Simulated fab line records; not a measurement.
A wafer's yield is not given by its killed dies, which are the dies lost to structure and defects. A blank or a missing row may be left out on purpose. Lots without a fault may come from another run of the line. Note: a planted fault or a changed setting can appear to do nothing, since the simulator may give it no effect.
What tool caused it? :: flow sky130 :: 11 lots with 33 wafers sampled at 5 steps, on a route of 708 steps

## WHAT EACH GAUGE READ, for each wafer
SKY_DNWELL_TW_MEAS_09. Usual: DNWELL_TW 1117, standard deviation 8.6.
lot: L432
measured: day 3 21:24
on: film metro-02
DNWELL_TW: 1116 1121 1120
flag: 

lot: L433
measured: day 4 02:30
on: film metro-02
DNWELL_TW: 1122 1122 1124
flag: 

lot: L434
measured: day 4 07:08
on: film metro-01
DNWELL_TW: 1116 1121 1116
flag: 

lot: L435
measured: day 4 11:31
on: film metro-02
DNWELL_TW: 1122 1120 1126
flag: 

lot: L436
measured: day 4 22:36
on: film metro-04
DNWELL_TW: 1126 1130 1126
flag: 

lot: L437
measured: day 5 00:35
on: film metro-02
DNWELL_TW: 1116 1121 1123
flag: 

lot: L439
measured: day 5 14:25
on: film metro-02
DNWELL_TW: 1119 1119 1121
flag: 

lot: L445
measured: day 6 22:32
on: film metro-01
DNWELL_TW: 1104 1105 1111
flag: 

lot: L446
measured: day 6 23:23
on: film metro-02
DNWELL_TW: 1120 1126 1120
flag: 

lot: L449
measured: day 7 16:26
on: film metro-04
DNWELL_TW: 1131 1124 1126
flag: 

lot: L450
measured: day 7 22:15
on: film metro-02
DNWELL_TW: 1120 1117 1114
flag: 

SKY_VT_ADJUST_LVTN_OVL_MEAS_18. Usual: VT_ADJUST_LVTN_01_OVL -0.7 nm, standard deviation 1.2.
lot: L432
measured: day 8 17:20
on: overlay-01
VT_ADJUST_LVTN_01_OVL (nm): -0.5 -0.5 -1.1
flag: 

lot: L433
measured: day 8 22:41
on: overlay-01
VT_ADJUST_LVTN_01_OVL (nm): -2.7 0.7 -1.0
flag: 

lot: L434
measured: day 9 05:05
on: overlay-01
VT_ADJUST_LVTN_01_OVL (nm): -1.8 -0.3 -1.3
flag: 

lot: L435
measured: day 9 10:23
on: overlay-01
VT_ADJUST_LVTN_01_OVL (nm): -1.4 -1.6 -3.0
flag: 

lot: L436
measured: day 9 22:44
on: overlay-02
VT_ADJUST_LVTN_01_OVL (nm): -0.3 0.2 1.2
flag: 

lot: L437
measured: day 10 01:23
on: overlay-01
VT_ADJUST_LVTN_01_OVL (nm): -2.6 -1.7 -1.2
flag: 

lot: L439
measured: day 10 15:51
on: overlay-01
VT_ADJUST_LVTN_01_OVL (nm): -0.9 0.3 0.6
flag: 

lot: L445
measured: day 12 10:32
on: overlay-01
VT_ADJUST_LVTN_01_OVL (nm): -2.4 -1.0 -2.0
flag: 

lot: L446
measured: day 12 11:35
on: overlay-02
VT_ADJUST_LVTN_01_OVL (nm): -1.1 -0.1 1.3
flag: 

lot: L449
measured: day 13 07:38
on: overlay-01
VT_ADJUST_LVTN_01_OVL (nm): 0.9 1.4 -0.2
flag: 

lot: L450
measured: day 13 14:18
on: overlay-02
VT_ADJUST_LVTN_01_OVL (nm): 0.8 0.2 -0.4
flag: 

SKY_VT_ADJUST_NCORE_CD_MEAS_07: the cd target is 380 nm. Usual: cd nm at 380.3 nm, with a standard deviation of 2.4.
lot: L432
measured: day 9 14:31
on: cd sem-01
cd nm (nm): 377.5 379.1 378.3
flag: 

lot: L433
measured: day 9 19:56
on: cd sem-02
cd nm (nm): 380.6 381.7 381.5
flag: 

lot: L434
measured: day 10 02:23
on: cd sem-02
cd nm (nm): 377.8 380.7 378.2
flag: 

lot: L435
measured: day 10 07:41
on: cd sem-01
cd nm (nm): 382.3 381.0 382.7
flag: 

lot: L436
measured: day 10 20:28
on: cd sem-01
cd nm (nm): 377.4 375.9 377.2
flag: 

lot: L437
measured: day 10 22:51
on: cd sem-02
cd nm (nm): 379.5 381.4 381.8
flag: 

lot: L439
measured: day 11 14:44
on: cd sem-02
cd nm (nm): 382.8 385.5 381.5
flag: 

lot: L445
measured: day 13 11:32
on: cd sem-02
cd nm (nm): 376.3 377.3 378.5
flag: 

lot: L446
measured: day 13 12:47
on: cd sem-02
cd nm (nm): 378.5 377.9 378.1
flag: 

lot: L449
measured: day 14 09:50
on: cd sem-02
cd nm (nm): 380.2 381.9 378.4
flag: 

lot: L450
measured: day 14 16:40
on: cd sem-02
cd nm (nm): 378.8 380.1 381.1
flag: 

SKY_POLY_GATE_THK_MEAS_01. Usual: POLY_GATE_CVD_00_THK 180.3 nm, standard deviation 1.6.
lot: L432
measured: day 15 05:05
on: film metro-02
POLY_GATE_CVD_00_THK (nm): 181.5 179.9 181.1
flag: 

lot: L433
measured: day 15 09:11
on: film metro-01
POLY_GATE_CVD_00_THK (nm): 181.2 179.9 182.6
flag: 

lot: L434
measured: day 15 16:46
on: film metro-03
POLY_GATE_CVD_00_THK (nm): 180.5 180.9 178.0
flag: 

lot: L435
measured: day 15 23:13
on: film metro-03
POLY_GATE_CVD_00_THK (nm): 180.8 177.6 178.1
flag: 

lot: L436
measured: day 17 01:30
on: film metro-01
POLY_GATE_CVD_00_THK (nm): 179.4 180.1 180.0
flag: 

lot: L437
measured: day 17 01:29
on: film metro-02
POLY_GATE_CVD_00_THK (nm): 182.7 181.0 182.0
flag: 

lot: L439
measured: day 17 17:53
on: film metro-02
POLY_GATE_CVD_00_THK (nm): 180.8 182.4 179.6
flag: 

lot: L445
measured: day 19 22:25
on: film metro-01
POLY_GATE_CVD_00_THK (nm): 87.4 88.2 87.6
flag: OFF

lot: L446
measured: day 19 23:37
on: film metro-03
POLY_GATE_CVD_00_THK (nm): 88.7 87.9 87.7
flag: OFF

lot: L449
measured: day 20 23:10
on: film metro-02
POLY_GATE_CVD_00_THK (nm): 179.1 180.5 178.8
flag: 

lot: L450
measured: day 21 09:08
on: film metro-01
POLY_GATE_CVD_00_THK (nm): 181.2 180.1 182.7
flag: 

## TOOL THAT RAN EACH LOT (tool first, then ch and the chambers of the sampled wafers, then the start)
lot: L432
SKY_POLY_GATE_CVD_00: lpcvd-01 ch 0, day 15 03:53

lot: L433
SKY_POLY_GATE_CVD_00: lpcvd-01 ch 1, day 15 07:22

lot: L434
SKY_POLY_GATE_CVD_00: lpcvd-01 ch 1, day 15 15:34

lot: L435
SKY_POLY_GATE_CVD_00: lpcvd-01 ch 1, day 15 21:59

lot: L436
SKY_POLY_GATE_CVD_00: lpcvd-01 ch 0, day 17 00:17

lot: L437
SKY_POLY_GATE_CVD_00: lpcvd-01 ch 0, day 17 00:17

lot: L439
SKY_POLY_GATE_CVD_00: lpcvd-01 ch 0, day 17 16:40

lot: L445
SKY_POLY_GATE_CVD_00: lpcvd-01 ch 1, day 19 21:13

lot: L446
SKY_POLY_GATE_CVD_00: lpcvd-01 ch 1, day 19 22:25

lot: L449
SKY_POLY_GATE_CVD_00: lpcvd-01 ch 0, day 20 21:58

lot: L450
SKY_POLY_GATE_CVD_00: lpcvd-01 ch 0, day 21 07:55
- SKY_POLY_GATE_CVD_00: deposits poly-Si, target thk 180 nm, time 720 s.

## AS READ BY THE TOOLS THEMSELVES (means over the sampled wafers that have a number; for cases with no such wafer, the mark the record gives instead)
SKY_POLY_GATE_CVD_00. Usual: spike tc bottom C 639.1 C, standard deviation 1.5; spike tc centre C 620.3 C, standard deviation 0.9; spike tc lower C 620.5 C, standard deviation 1.3; spike tc top C 638.0 C, standard deviation 1.7; spike tc upper C 621.4 C, standard deviation 1.4; susceptor temp C 619.99 C, standard deviation 0.26.
lot: L432
tool: lpcvd-01
spike tc bottom C (C): 639.7
spike tc centre C (C): 620.0
spike tc lower C (C): 621.7
spike tc top C (C): 639.3
spike tc upper C (C): 622.1
susceptor temp C (C): 620.28
flag: 

lot: L433
tool: lpcvd-01
spike tc bottom C (C): 638.8
spike tc centre C (C): 621.3
spike tc lower C (C): 619.6
spike tc top C (C): 637.3
spike tc upper C (C): 621.0
susceptor temp C (C): 619.87
flag: 

lot: L434
tool: lpcvd-01
spike tc bottom C (C): 637.2
spike tc centre C (C): 620.6
spike tc lower C (C): 619.7
spike tc top C (C): 636.9
spike tc upper C (C): 620.7
susceptor temp C (C): 620.12
flag: 

lot: L435
tool: lpcvd-01
spike tc bottom C (C): 637.6
spike tc centre C (C): 620.2
spike tc lower C (C): 619.5
spike tc top C (C): 636.5
spike tc upper C (C): 620.2
susceptor temp C (C): 619.84
flag: 

lot: L436
tool: lpcvd-01
spike tc bottom C (C): 640.1
spike tc centre C (C): 620.0
spike tc lower C (C): 620.8
spike tc top C (C): 638.9
spike tc upper C (C): 621.7
susceptor temp C (C): 619.56
flag: 

lot: L437
tool: lpcvd-01
spike tc bottom C (C): 639.4
spike tc centre C (C): 620.3
spike tc lower C (C): 622.3
spike tc top C (C): 639.7
spike tc upper C (C): 622.3
susceptor temp C (C): 620.31
flag: 

lot: L439
tool: lpcvd-01
spike tc bottom C (C): 640.0
spike tc centre C (C): 619.3
spike tc lower C (C): 621.8
spike tc top C (C): 639.0
spike tc upper C (C): 622.1
susceptor temp C (C): 619.90
flag: 

lot: L445
tool: lpcvd-01
spike tc bottom C (C): 608.9
spike tc centre C (C): 590.7
spike tc lower C (C): 590.2
spike tc top C (C): 608.7
spike tc upper C (C): 590.1
susceptor temp C (C): 590.25
flag: OFF

lot: L446
tool: lpcvd-01
spike tc bottom C (C): 608.2
spike tc centre C (C): 590.0
spike tc lower C (C): 589.6
spike tc top C (C): 607.9
spike tc upper C (C): 591.5
susceptor temp C (C): 590.06
flag: OFF

lot: L449
tool: lpcvd-01
spike tc bottom C (C): 640.6
spike tc centre C (C): 620.2
spike tc lower C (C): 621.2
spike tc top C (C): 639.7
spike tc upper C (C): 621.1
susceptor temp C (C): 620.32
flag: 

lot: L450
tool: lpcvd-01
spike tc bottom C (C): 641.4
spike tc centre C (C): 620.3
spike tc lower C (C): 620.2
spike tc top C (C): 638.6
spike tc upper C (C): 621.6
susceptor temp C (C): 619.95
flag: 

## THE ANSWER, worked out from the rows above alone
Rule: take the mean of a lot's wafers that have a number; if it is more than 3 standard deviations from the usual mean, the lot is off. Also off: a lot with no number at a reading for which 4 or more lots have one. Any other lot the step has rows for is counted as sound. Order of review: gauges by route order, followed by the tools' own readings, for which a lot's mean as printed above is used. The first step at which some lot is off is used, and at that step the reading that is off furthest; a lot without a number counts as furthest.
Off: L445, L446, at SKY_POLY_GATE_THK_MEAS_01 (POLY_GATE_CVD_00_THK).
A tool fits if, at a process step before that reading, it ran every lot that is off, and no sound lot after the first of them. Not tried: the gauges at SKY_POLY_GATE_THK_MEAS_01; whatever is off there is also off at SKY_POLY_GATE_CVD_00, on other tools, and gauge error can't account for it. No candidate that was tried fits.

## WHAT WAS PUT IN BY THE SIMULATOR
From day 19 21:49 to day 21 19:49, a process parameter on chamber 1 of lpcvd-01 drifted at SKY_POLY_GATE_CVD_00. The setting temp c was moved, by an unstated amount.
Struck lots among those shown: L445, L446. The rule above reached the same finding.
